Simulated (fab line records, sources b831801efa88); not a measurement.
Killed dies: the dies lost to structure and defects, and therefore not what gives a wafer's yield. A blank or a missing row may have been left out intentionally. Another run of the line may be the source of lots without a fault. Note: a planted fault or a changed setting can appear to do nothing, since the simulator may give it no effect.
What tool caused it? | flow gf180mcu | Sampling: 12 lots, 36 wafers, 5 of 602 route steps

WHAT EACH GAUGE READ, for each wafer
GF_V4_THK_MEAS_01. Usual: V4_CVD_00_THK 599 nm, standard deviation 5.9.
lot  | measured     | on           | V4_CVD_00_THK (nm)      | flag
L924 | day 23 15:57 | filmMetro-04 | 597 597 596             | 
L925 | day 23 16:09 | filmMetro-02 | 593 599 599             | 
L926 | day 24 07:25 | filmMetro-04 | 589 597 596             | 
L929 | day 25 07:52 | filmMetro-03 | 598 599 608             | 
L933 | day 26 17:21 | filmMetro-02 | 603 601 607             | 
L934 | day 26 22:14 | filmMetro-04 | 601 720 599 600 720 600 | OFF
L935 | day 27 04:19 | filmMetro-04 | 722 604 606 723 605 606 | OFF
L938 | day 28 03:57 | filmMetro-02 | 601 604 600             | 
L939 | day 28 11:43 | filmMetro-04 | 597 601 595             | 
L940 | day 28 17:20 | filmMetro-03 | 597 611 594             | 
L943 | day 29 18:26 | filmMetro-03 | 580 590 594             | 
L947 | day 30 21:04 | filmMetro-03 | 602 598 608             | 

GF_V4_OVL_MEAS_15. Usual: V4_OVL 0 nm, standard deviation 5.2.
lot  | measured     | on         | V4_OVL (nm) | flag
L924 | day 24 14:32 | overlay-02 | 15 9 6      | 
L925 | day 24 15:05 | overlay-02 | -5 -6 -8    | 
L926 | day 25 05:55 | overlay-01 | 0 -8 -2     | 
L929 | day 26 05:04 | overlay-01 | -4 -6 -5    | 
L933 | day 27 14:39 | overlay-01 | 1 4 9       | 
L934 | day 27 20:04 | overlay-01 | -2 -7 -4    | 
L935 | day 28 01:22 | overlay-01 | 3 1 4       | 
L938 | day 29 00:31 | overlay-02 | 0 4 4       | 
L939 | day 29 06:45 | overlay-01 | -2 2 5      | 
L940 | day 29 13:31 | overlay-02 | -6 7 -2     | 
L943 | day 30 13:40 | overlay-01 | 5 5 4       | 
L947 | day 31 14:52 | overlay-02 | -1 2 -5     | 

EACH LOT AND THE TOOL THAT RAN IT (in order: tool; ch and the chambers of the sampled wafers; start)
lot  | GF_M4_SPUTTER_00            | GF_M4_METAL_ETCH_16              | GF_V4_CVD_00
L924 | pvdSputter-04, day 22 15:46 | rieMetal-04 ch 0,1, day 23 15:04 | hdpcvd-02 ch 0,1,2, day 23 15:53
L925 | pvdSputter-02, day 22 16:04 | rieMetal-02 ch 0,1, day 23 15:25 | hdpcvd-02 ch 0,1,2, day 23 16:05
L926 | pvdSputter-02, day 23 07:51 | rieMetal-02 ch 0,1, day 24 06:40 | hdpcvd-01 ch 0,1,2, day 24 07:20
L929 | pvdSputter-03, day 24 08:30 | rieMetal-02 ch 0,1, day 25 06:43 | hdpcvd-02 ch 0,2, day 25 07:46
L933 | pvdSputter-04, day 25 19:02 | rieMetal-01 ch 0,1, day 26 16:39 | hdpcvd-02 ch 0,1,2, day 26 17:16
L934 | pvdSputter-03, day 26 00:04 | rieMetal-01 ch 0,1, day 26 21:31 | hdpcvd-02 ch 1,2, day 26 22:10
L935 | pvdSputter-03, day 26 06:25 | rieMetal-04 ch 1, day 27 03:30   | hdpcvd-02 ch 0,1,2, day 27 04:13
L938 | pvdSputter-03, day 27 06:35 | rieMetal-04 ch 0,1, day 28 03:13 | hdpcvd-01 ch 1,2, day 28 03:53
L939 | pvdSputter-03, day 27 14:47 | rieMetal-04 ch 0,1, day 28 11:01 | hdpcvd-01 ch 0,1,2, day 28 11:38
L940 | pvdSputter-03, day 27 20:25 | rieMetal-02 ch 0,1, day 28 16:31 | hdpcvd-01 ch 0,1,2, day 28 17:10
L943 | pvdSputter-04, day 28 22:20 | rieMetal-02 ch 1, day 29 17:41   | hdpcvd-01 ch 0,1,2, day 29 18:21
L947 | pvdSputter-02, day 30 01:26 | rieMetal-02 ch 0,1, day 30 20:19 | hdpcvd-01 ch 0,2, day 30 21:00
- GF_M4_SPUTTER_00: material Ti, target thk 37.5 nm, time 150 s.
- GF_M4_METAL_ETCH_16: etches the open film in Cl2/BCl3, stops on SiO2, target depth 627.5 nm, time 104.6 s.
- GF_V4_CVD_00: deposits SiO2, target thk 600 nm, time 100 s.

WHAT THE TOOLS THEMSELVES READ (means of the sampled wafers that have a number; where no wafer has one, the mark that the record gives instead)
GF_M4_SPUTTER_00. Usual: cathodeDcPowerW 3999.9 W, standard deviation 0.78; throttleValvePct 30.2 %, standard deviation 0.88.
lot  | tool          | cathodeDcPowerW (W) | throttleValvePct (%) | flag
L924 | pvdSputter-04 | 3999.2              | 30.2                 | 
L925 | pvdSputter-02 | 3999.6              | 30.3                 | 
L926 | pvdSputter-02 | 3999.6              | 30.2                 | 
L929 | pvdSputter-03 | 3999.6              | 30.8                 | 
L933 | pvdSputter-04 | 3998.9              | 29.4                 | 
L934 | pvdSputter-03 | 3999.7              | 30.4                 | 
L935 | pvdSputter-03 | 4000.2              | 30.3                 | 
L938 | pvdSputter-03 | 3999.8              | 30.8                 | 
L939 | pvdSputter-03 | 4000.4              | 30.7                 | 
L940 | pvdSputter-03 | 3999.9              | 30.5                 | 
L943 | pvdSputter-04 | 4000.6              | 30.2                 | 
L947 | pvdSputter-02 | 3999.5              | 29.8                 | 

GF_M4_METAL_ETCH_16. Usual: drypumpMotorCurrentA 5.6 A, standard deviation 0.48; oesProductAu 0.973 a.u., standard deviation 0.0065; throttleValvePct 28.250 %, standard deviation 0.011.
lot  | tool        | drypumpMotorCurrentA (A) | oesProductAu (a.u.) | throttleValvePct (%) | flag
L924 | rieMetal-04 | 5.6                      | 0.982               | 28.235               | 
L925 | rieMetal-02 | 5.1                      | 0.975               | 28.246               | 
L926 | rieMetal-02 | 5.2                      | 0.980               | 28.240               | 
L929 | rieMetal-02 | 5.2                      | 0.975               | 28.252               | 
L933 | rieMetal-01 | 6.2                      | 0.974               | 28.254               | 
L934 | rieMetal-01 | 6.2                      | 0.969               | 28.248               | 
L935 | rieMetal-04 | 5.4                      | 0.969               | 28.260               | 
L938 | rieMetal-04 | 5.8                      | 0.974               | 28.253               | 
L939 | rieMetal-04 | 5.8                      | 0.972               | 28.246               | 
L940 | rieMetal-02 | 5.1                      | 0.976               | 28.252               | 
L943 | rieMetal-02 | 5.0                      | 0.971               | 28.248               | 
L947 | rieMetal-02 | 5.2                      | 0.980               | 28.249               | 

GF_V4_CVD_00. Usual: pressureMtorr 6.001 mTorr, standard deviation 0.012; sih4FlowSccm 59.99 sccm, standard deviation 0.17.
lot  | tool      | pressureMtorr (mTorr) | sih4FlowSccm (sccm) | flag
L924 | hdpcvd-02 | 5.989                 | 59.84               | 
L925 | hdpcvd-02 | 5.988                 | 60.10               | 
L926 | hdpcvd-01 | 5.990                 | 59.94               | 
L929 | hdpcvd-02 | 6.011                 | 59.92               | 
L933 | hdpcvd-02 | 6.003                 | 59.97               | 
L934 | hdpcvd-02 | 6.001                 | 63.86               | OFF
L935 | hdpcvd-02 | 6.014                 | 64.01               | OFF
L938 | hdpcvd-01 | 5.991                 | 60.06               | 
L939 | hdpcvd-01 | 6.010                 | 60.01               | 
L940 | hdpcvd-01 | 6.007                 | 59.97               | 
L943 | hdpcvd-01 | 6.001                 | 59.99               | 
L947 | hdpcvd-01 | 6.003                 | 60.22               | 

THE ANSWER, worked out from the rows above alone
Rule: take the mean of a lot's wafers that have a number; if it is more than 3 standard deviations from the usual mean, the lot is off. Also off: a lot with no number at a reading for which 4 or more lots have one. Where the step has rows for the other lots, those lots are counted as sound. The gauges are gone through in route order, then the tools' own readings, and for those a lot's mean is taken as printed above. At the first step where some lot is off, the reading lying furthest off is the one used; lots without a number count as furthest.
Off: at GF_V4_THK_MEAS_01 (V4_CVD_00_THK), L934, L935.
A tool fits if, at a process step before that reading, it ran every lot that is off, and no sound lot after the first of them. Not tried: the gauges at GF_V4_THK_MEAS_01; whatever is off there is also off at GF_V4_CVD_00, on other tools, and gauge error can't account for it. One fits: GF_V4_CVD_00 on hdpcvd-02. A fault onset in the window from L933 (day 26 17:16, its last sound lot) to L934 (day 26 22:10, its first lot off) fits.
The tool's own readings at GF_V4_CVD_00 bear it out: on the lots that are off they differ by more than 5 times the standard deviation of the sound lots' means. sih4FlowSccm reads 63.94 sccm there against 60.00 sccm on the sound lots.

WHAT THE SIMULATOR HAD INSERTED
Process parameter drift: hdpcvd-02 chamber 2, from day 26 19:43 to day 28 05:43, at GF_V4_CVD_00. Setting sih4FlowSccm shifted by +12 from 60. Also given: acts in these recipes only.
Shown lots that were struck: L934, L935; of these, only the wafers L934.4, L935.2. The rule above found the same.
